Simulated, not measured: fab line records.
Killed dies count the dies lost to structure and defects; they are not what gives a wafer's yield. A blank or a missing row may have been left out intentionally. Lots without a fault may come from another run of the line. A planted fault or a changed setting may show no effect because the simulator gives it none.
fab line records ; flow sky130 ; part 2 of 2: steps 30 to 40 of 40
record lots=5; wafers=15; last_day=50
route steps=708 shown METAL2@495 VIA2@507 METAL3@532
lots that met no fault: from a run of the same line without faults
start_h: hours from the record's first day to the start of the lot's first wafer shown ; wait_h: how many hours have passed since the lot's step before this one ; " the same as in the row above ; L1.1+2: a row that stands for several wafers ; - no value, or no start given ; * or withheld: withheld ; < > ~ a bound
route shown NAME@n: NAME is a module with steps in the file, n the number in the route of the first one ; usual: mean/standard deviation of fault-free wafers ; same: alike in all rows ; chamber/n: place in a boat ; sites: per-site readings ; _std_site: standard deviation of those values ; _edge_site: mean of outer sites minus mean of inner sites ; radius_mm: how far each site lies from the wafer's centre ; mask NAME#n: copy n ; behind: tool/chamber where the wafer was last shaped ; hold: why the lot was held/for how many hours/how that ended ; device: the n, p or np transistor that did not switch ; end of line: the tests these same wafers got at the end of their route ; step lacking rows: just its recipe ; killed: not the wafer's yield, but the dies lost to structure and defects at the first sort ; map: shows each die of a wafer: x if killed, . if not, _ if none is there
set.NAME: the setting that was run; set.NAME@STEP: the one run at that earlier step ; model.NAME: the simulator's own value behind a step, which no gauge read
lots seen at some steps along the route; tables by step, rows by wafer
services: a tool's chamber out of use, with start hour (start_h, from the record's first day; less than 0 if before it), hours out, and reason
## steps
# step SKY_VIA2_STRIP_17
# recipe chemistry=post_etch_residue_remover; time_s=1200; temp_c=72.5
lot.wafer;tool;chamber;start_h;wait_h
L076.2+4+6;wet_bench-04;0;864.33;0.1
L086.4+5+6;wet_bench-01;1;934.52;0.0
L092.1+2+6;wet_bench-04;0;979.68;0.1
L094.1+2+4;wet_bench-04;0;986.87;0.1
L097.2+3+4;wet_bench-01;2;1016.18;0.1
# step SKY_VIA2_CLEAN_18
# recipe chemistry=IPA; time_s=180; temp_c=25
lot.wafer;tool;chamber;start_h;wait_h
L076.2+4+6;wet_bench-01;1;864.67;0.0
L086.4+5+6;wet_bench-04;3;934.89;0.0
L092.1+2+6;wet_bench-03;1;980.02;0.0
L094.1+2+4;wet_bench-01;1;987.21;0.0
L097.2+3+4;wet_bench-03;3;1016.55;0.0
# step SKY_VIA2_CLEAN_19
# recipe chemistry=O3/DIW; dry=n2_spin
lot.wafer;tool;chamber;start_h;wait_h
L076.2+4+6;wet_bench-04;3;864.73;0.0
L086.4+5+6;wet_bench-01;2;934.95;0.0
L092.1+2+6;wet_bench-04;2;980.08;0.0
L094.1+2+4;wet_bench-03;0;987.27;0.0
L097.2+3+4;wet_bench-04;2;1016.61;0.0
# step SKY_VIA2_SPUTTER_20
# recipe material=TiN; target_thk_nm=20; chamber_pressure_pa=5; power_w=4000; time_s=80
# usual throttle_valve_pct=29.9/0.83
lot.wafer;tool;chamber;start_h;wait_h;throttle_valve_pct
L076.2;pvd_sputter-02;-;864.82;0.0;30.6
L076.4;pvd_sputter-02;-;864.82;0.0;29.5
L076.6;pvd_sputter-02;-;864.82;0.0;29.2
L086.4;pvd_sputter-01;-;935.05;0.0;28.7
L086.5;pvd_sputter-01;-;935.05;0.0;30.8
L086.6;pvd_sputter-01;-;935.05;0.0;28.9
L092.1;pvd_sputter-02;-;980.17;0.0;30.8
L092.2;pvd_sputter-02;-;980.17;0.0;30.9
L092.6;pvd_sputter-02;-;980.17;0.0;30.3
L094.1;pvd_sputter-02;-;987.36;0.0;30.8
L094.2;pvd_sputter-02;-;987.36;0.0;29.6
L094.4;pvd_sputter-02;-;987.36;0.0;30.5
L097.2;pvd_sputter-02;-;1016.71;0.0;30.8
L097.3;pvd_sputter-02;-;1016.71;0.0;30.3
L097.4;pvd_sputter-02;-;1016.71;0.0;30.6
# step SKY_VIA2_CVD_21
# recipe material=W; target_thk_nm=420; time_s=126.4; temp_c=400; pressure_torr=40
# usual heater_power_outer_w=494/24; heater_power_w=842/44
lot.wafer;tool;chamber;start_h;wait_h;heater_power_outer_w;heater_power_w
L076.2;cvd_w-01;0;864.88;0.0;472;798
L076.4;cvd_w-01;0;864.88;0.0;462;811
L076.6;cvd_w-01;0;864.88;0.0;465;809
L086.4;cvd_w-01;1;935.16;0.1;495;858
L086.5;cvd_w-01;0;935.16;0.1;460;778
L086.6;cvd_w-01;1;935.16;0.1;500;833
L092.1;cvd_w-01;0;980.23;0.0;452;800
L092.2;cvd_w-01;1;980.23;0.0;507;852
L092.6;cvd_w-01;1;980.23;0.0;516;829
L094.1;cvd_w-02;0;987.42;0.0;512;835
L094.2;cvd_w-02;1;987.42;0.0;528;919
L094.4;cvd_w-02;0;987.42;0.0;504;821
L097.2;cvd_w-02;0;1016.77;0.0;498;828
L097.3;cvd_w-02;0;1016.77;0.0;499;814
L097.4;cvd_w-02;1;1016.77;0.0;525;920
# step SKY_VIA2_RS_MEAS_22
# recipe thk_meas_gauge=four-point-probe; reads=W_of_VIA2_CVD_21+TiN_of_VIA2_SPUTTER_20
# usual VIA2_W_RS=0.271/0.0049
lot.wafer;tool;chamber;start_h;wait_h;VIA2_W_RS[ohm/sq]
L076.2;film_metro-04;-;865.03;0.1;0.276
L076.4;film_metro-04;-;865.03;0.1;0.275
L076.6;film_metro-04;-;865.03;0.1;0.277
L086.4;film_metro-01;-;935.30;0.1;0.274
L086.5;film_metro-01;-;935.30;0.1;0.260
L086.6;film_metro-01;-;935.30;0.1;0.273
L092.1;film_metro-02;-;980.36;0.1;0.264
L092.2;film_metro-02;-;980.36;0.1;0.275
L092.6;film_metro-02;-;980.36;0.1;0.275
L094.1;film_metro-04;-;987.55;0.1;0.275
L094.2;film_metro-04;-;987.55;0.1;0.274
L094.4;film_metro-04;-;987.55;0.1;0.273
L097.2;film_metro-02;-;1016.92;0.1;0.271
L097.3;film_metro-02;-;1016.92;0.1;0.267
L097.4;film_metro-02;-;1016.92;0.1;0.268
# step SKY_VIA2_THK_MEAS_23
# recipe thk_meas_gauge=xrf; reads=W_of_VIA2_CVD_21
# usual VIA2_W_THK=436/8.7
lot.wafer;tool;chamber;start_h;wait_h;VIA2_W_THK[nm]
L076.2;film_metro-04;-;865.14;0.1;425
L076.4;film_metro-04;-;865.14;0.1;428
L076.6;film_metro-04;-;865.14;0.1;424
L086.4;film_metro-01;-;935.39;0.1;432
L086.5;film_metro-01;-;935.39;0.1;450
L086.6;film_metro-01;-;935.39;0.1;432
L092.1;film_metro-02;-;980.48;0.1;445
L092.2;film_metro-02;-;980.48;0.1;425
L092.6;film_metro-02;-;980.48;0.1;426
L094.1;film_metro-04;-;987.67;0.1;433
L094.2;film_metro-04;-;987.67;0.1;434
L094.4;film_metro-04;-;987.67;0.1;435
L097.2;film_metro-02;-;1017.03;0.1;433
L097.3;film_metro-02;-;1017.03;0.1;440
L097.4;film_metro-02;-;1017.03;0.1;436
# step SKY_VIA2_CMP_24
# recipe stop_on=SiO2; t_overpolish_s=20; down_force_psi=3.5; platen_rpm=60; target_thk_nm=0; pad_velocity_m_s=0.94248
# usual motor_current_A=11.8/0.95; overpolish_run_s=20.000/0.0092; time_to_endpoint_s=103/5.3
lot.wafer;tool;chamber;start_h;wait_h;motor_current_A;overpolish_run_s;time_to_endpoint_s
L076.2;cmp-01;2;865.29;0.1;11.0;19.998;100
L076.4;cmp-01;3;865.29;0.1;12.3;19.998;97
L076.6;cmp-01;0;865.29;0.1;12.3;19.997;94
L086.4;cmp-01;2;935.42;0.0;10.5;19.993;109
L086.5;cmp-01;2;935.42;0.0;10.4;20.001;113
L086.6;cmp-01;3;935.42;0.0;11.8;19.996;105
L092.1;cmp-02;2;980.54;0.1;10.5;20.011;104
L092.2;cmp-02;0;980.54;0.1;11.6;20.019;95
L092.6;cmp-02;2;980.54;0.1;10.3;20.007;100
L094.1;cmp-01;2;987.73;0.1;10.5;20.003;102
L094.4;cmp-01;3;987.73;0.1;12.5;19.994;101
L094.2;cmp-01;1;987.73;0.1;11.9;20.005;108
L097.2;cmp-02;3;1017.08;0.0;11.5;19.981;99
L097.4;cmp-02;0;1017.08;0.0;11.4;19.993;99
L097.3;cmp-02;1;1017.08;0.0;12.2;20.003;108
# step SKY_METAL3_SPUTTER_00
# recipe material=Ti; target_thk_nm=15; power_w=3000; time_s=10; chamber_pressure_pa=0.4
# usual throttle_valve_pct=29.7/0.68
lot.wafer;tool;chamber;start_h;wait_h;throttle_valve_pct
L076.2;pvd_sputter-04;-;865.49;0.1;30.2
L076.4;pvd_sputter-04;-;865.49;0.1;29.2
L076.6;pvd_sputter-04;-;865.49;0.1;28.8
L086.4;pvd_sputter-04;-;935.72;0.2;29.3
L086.5;pvd_sputter-04;-;935.72;0.2;29.0
L086.6;pvd_sputter-04;-;935.72;0.2;29.3
L092.1;pvd_sputter-04;-;980.84;0.2;30.6
L092.2;pvd_sputter-04;-;980.84;0.2;29.3
L092.6;pvd_sputter-04;-;980.84;0.2;29.1
L094.1;pvd_sputter-02;-;988.03;0.2;30.8
L094.2;pvd_sputter-02;-;988.03;0.2;30.1
L094.4;pvd_sputter-02;-;988.03;0.2;29.3
L097.2;pvd_sputter-03;-;1017.38;0.2;29.1
L097.3;pvd_sputter-03;-;1017.38;0.2;29.0
L097.4;pvd_sputter-03;-;1017.38;0.2;28.7
# step SKY_METAL3_SPUTTER_01
# recipe material=TiN; target_thk_nm=20; power_w=6500; time_s=16.7; chamber_pressure_pa=0.4
# usual throttle_valve_pct=29.6/0.69
lot.wafer;tool;chamber;start_h;wait_h;throttle_valve_pct
L076.2;pvd_sputter-04;-;865.52;0.0;30.1
L076.4;pvd_sputter-04;-;865.52;0.0;29.3
L076.6;pvd_sputter-04;-;865.52;0.0;29.2
L086.4;pvd_sputter-04;-;935.75;0.0;29.3
L086.5;pvd_sputter-04;-;935.75;0.0;29.1
L086.6;pvd_sputter-04;-;935.75;0.0;29.0
L092.1;pvd_sputter-04;-;980.86;0.0;30.3
L092.2;pvd_sputter-04;-;980.86;0.0;29.2
L092.6;pvd_sputter-04;-;980.86;0.0;29.2
L094.1;pvd_sputter-02;-;988.06;0.0;30.5
L094.2;pvd_sputter-02;-;988.06;0.0;30.4
L094.4;pvd_sputter-02;-;988.06;0.0;29.3
L097.2;pvd_sputter-03;-;1017.40;0.0;29.2
L097.3;pvd_sputter-03;-;1017.40;0.0;28.8
L097.4;pvd_sputter-03;-;1017.40;0.0;28.9
# step SKY_METAL3_SPUTTER_02
# recipe material=AlCu; target_thk_nm=735; power_w=10600; time_s=39.1; chamber_pressure_pa=0.4
# usual throttle_valve_pct=29.6/0.7
lot.wafer;tool;chamber;start_h;wait_h;throttle_valve_pct
L076.2;pvd_sputter-04;-;865.54;0.0;30.2
L076.4;pvd_sputter-04;-;865.54;0.0;29.1
L076.6;pvd_sputter-04;-;865.54;0.0;29.0
L086.4;pvd_sputter-04;-;935.77;0.0;29.2
L086.5;pvd_sputter-04;-;935.77;0.0;28.9
L086.6;pvd_sputter-04;-;935.77;0.0;29.1
L092.1;pvd_sputter-04;-;980.89;0.0;30.2
L092.2;pvd_sputter-04;-;980.89;0.0;29.4
L092.6;pvd_sputter-04;-;980.89;0.0;29.4
L094.1;pvd_sputter-02;-;988.08;0.0;30.8
L094.2;pvd_sputter-02;-;988.08;0.0;30.5
L094.4;pvd_sputter-02;-;988.08;0.0;29.2
L097.2;pvd_sputter-03;-;1017.43;0.0;28.8
L097.3;pvd_sputter-03;-;1017.43;0.0;28.6
L097.4;pvd_sputter-03;-;1017.43;0.0;28.9
## services
tool;chamber;start_h;hours;kind
cmp-02;-;803.06;4.3;repair
rie_diel-01;0;803.69;9.1;repair
cmp-02;-;806.43;1.7;repair
rie_diel-01;-;824.05;2.8;pm
krf_scanner-02;-;838.36;1.0;pm
krf_scanner-02;-;840.86;4.0;pm
rie_metal-01;-;854.82;0.6;repair
krf_scanner-02;-;860.67;13.0;repair
pvd_sputter-02;-;866.69;0.6;repair
cmp-02;-;900.34;5.1;repair
pvd_sputter-04;-;910.02;4.1;repair
cmp-02;-;924.73;4.0;pm
krf_scanner-02;-;929.28;1.3;pm
pvd_sputter-02;-;932.88;0.8;repair
rie_diel-01;1;940.29;6.3;repair
wet_bench-01;-;952.83;1.9;pm
krf_scanner-02;-;965.98;0.8;pm
cmp-02;-;973.67;5.3;pm
rie_diel-01;3;980.89;4.1;repair
cmp-02;-;986.96;0.8;repair
pvd_sputter-02;-;989.22;0.9;repair
krf_scanner-02;-;993.59;1.0;pm
rie_metal-02;0;1009.68;8.8;repair
pvd_sputter-04;-;1013.21;0.8;repair
